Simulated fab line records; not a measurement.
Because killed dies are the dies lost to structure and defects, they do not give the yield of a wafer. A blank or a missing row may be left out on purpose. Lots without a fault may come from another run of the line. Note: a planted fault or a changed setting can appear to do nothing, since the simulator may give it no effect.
Struck lot and sound lot, side by side    flow sky130    35 steps out of a route of 708
Sound: wafers L606.2, L606.4, L606.6. The struck wafers were L614.1, L614.2, L614.5. Last of all comes the cause.
At each step with rows: each side's tool, then ch and its chambers, then its first start. Under that, the readings that differ: sound wafers    struck wafers    difference of the means    sigmas: that difference in standard deviations of wafers without a fault.
alike: a reading whose means differ by less than 2 such deviations, as well as words and numbers matching on both sides. not compared: withheld readings; readings where some wafer has no value; bounds like >300 that might hide an equal value; numbers whose values overlap and for which the record gives no deviation.
A row with sigmas, a row that says differs or no value, or rows on one side alone: a step with any of these is where the two part. When numbers do not overlap yet have no deviation, they are printed without sigmas and do not part them. A reading that every wafer of one side lacks parts them only if that side has two wafers or more.

first, 8 steps without rows for these wafers: SKY_VIA3_ETCH_14 (etches BARC in N2/H2, stops on SiO2, time 45.9 s, target depth 60 nm); SKY_VIA3_ETCH_15 (etches SiO2 in C4F8/O2/Ar, stops on TiN, target depth 507 nm, time 78 s); SKY_VIA3_STRIP_16 (strips in O2/N2); SKY_VIA3_STRIP_17 (strips in post etch residue remover, time 1200 s); SKY_VIA3_CLEAN_18 (cleans in IPA, time 180 s); SKY_VIA3_CLEAN_19 (cleans in O3/DIW); SKY_VIA3_SPUTTER_20 (material TiN, target thk 20 nm, time 80 s); SKY_VIA3_CVD_21 (deposits W, target thk 390 nm, time 117.31 s).
SKY_VIA3_CMP_24: polishes, stops on SiO2, t overpolish 20 s, target thk 0 nm.
  sound on cmp-01 ch 0,1, day 43 01:08; struck on cmp-02 ch 0,3, day 44 21:20
  alike: edge zone pressure frac, motor current A, overpolish run s, slurry flow ml min, time to endpoint s
then, 25 steps without rows for these wafers: SKY_METAL4_SPUTTER_00 (material Ti, target thk 15 nm, time 10 s); SKY_METAL4_SPUTTER_01 (material TiN, target thk 20 nm, time 16.7 s); SKY_METAL4_SPUTTER_02 (material AlCu, target thk 735 nm, time 39.1 s); SKY_METAL4_SPUTTER_03 (material Ti, target thk 5 nm, time 3.3 s); SKY_METAL4_SPUTTER_04 (material TiN, target thk 70 nm, time 58.3 s); SKY_CAP2M_CVD_00 (deposits SiO2, target thk 15.5 nm); SKY_CAP2M_SPUTTER_02 (material TiN, target thk 200 nm, time 166.7 s); SKY_CAP2M_DEHYDRATE_05 (time 60 s); SKY_CAP2M_HMDS_06 (prime time 60 s); SKY_CAP2M_COAT_07 (resist thk 1140 nm); SKY_CAP2M_SOFTBAKE_08 (time 60 s); SKY_CAP2M_EXPOSE_09 (exposes mask CAP2M, target cd 1000 nm); SKY_CAP2M_PEB_10; SKY_CAP2M_DEVELOP_11 (develop time 60 s); SKY_CAP2M_METAL_ETCH_13 (etches TiN in Cl2/BCl3, stops on SiO2, target depth 220 nm, time 62.9 s); SKY_CAP2M_STRIP_14 (strips in O2/N2); SKY_CAP2M_STRIP_15 (strips in post etch residue remover, time 1200 s); SKY_CAP2M_CLEAN_16 (cleans in IPA, time 180 s); SKY_CAP2M_CLEAN_17 (cleans in O3/DIW); SKY_METAL4_DEHYDRATE_05 (time 60 s); SKY_METAL4_HMDS_06 (prime time 60 s); SKY_METAL4_COAT_07 (resist thk 60 nm); SKY_METAL4_COAT_08 (resist thk 1140 nm); SKY_METAL4_SOFTBAKE_09 (time 90 s); SKY_METAL4_EXPOSE_10 (exposes mask MM4, target cd 300 nm).
-- the record jumps here: 5 days lie between the struck wafers' starts before and after (it left off in module METAL4 and takes up again in module PAD_OPEN, whose first step shown is number 708 of the route) --
SKY_PAD_OPEN_PROBE_99:
  sound on prober-01, day 48 14:47; struck on prober-02, day 50 00:29
reading                                sound              struck             difference  sigmas
defect limited yield (%)               85.0 85.8 85.0     60.8 64.2 65.4     -21.8       -11
killed_at_M0_to_M3                     36 30 42           147 143 125        +102        +15
killed dies                            74 70 74           193 176 170        +107        +12
killed on rim                          17 14 10           41 29 31           +20         +6
sort_bin_3_pad_short (%)               1.4 0.6 0.2        3.0 1.4 2.2        +1.5        +4
sort_bin_5_function (%)                10.4 8.9 8.3       24.0 24.6 21.3     +14.1       +9
sort_bin_6_memory (%)                  3.3 4.7 6.5        12.2 9.8 11.0      +6.2        +6
sort n pass                            418 422 418        299 316 322        -107        -12
sort yield pct (%)                     85.0 85.8 85.0     60.8 64.2 65.4     -21.8       -11
model.etest.tester.sort n pass         418 422 418        299 316 322        -107        
model.etest.tester.sort yield pct (%)  84.96 85.77 84.96  60.77 64.23 65.45  -21.75      
model.etest.tester.sort_bin_5_pct (%)  10.37 8.943 8.333  23.98 24.59 21.34  +14.09      
model.etest.tester.sort_bin_6_pct (%)  3.252 4.675 6.504  12.2 9.756 10.98   +6.2        
  alike: killed_at_M4_up, killed at contacts, killed at front end, killed at other, killed open, killed short
  not compared: model.etest.tester.sort_bin_3_pct

## WHERE THEY PART
Only at SKY_PAD_OPEN_PROBE_99, as far as this record shows.

WHY: whatever the simulator had introduced
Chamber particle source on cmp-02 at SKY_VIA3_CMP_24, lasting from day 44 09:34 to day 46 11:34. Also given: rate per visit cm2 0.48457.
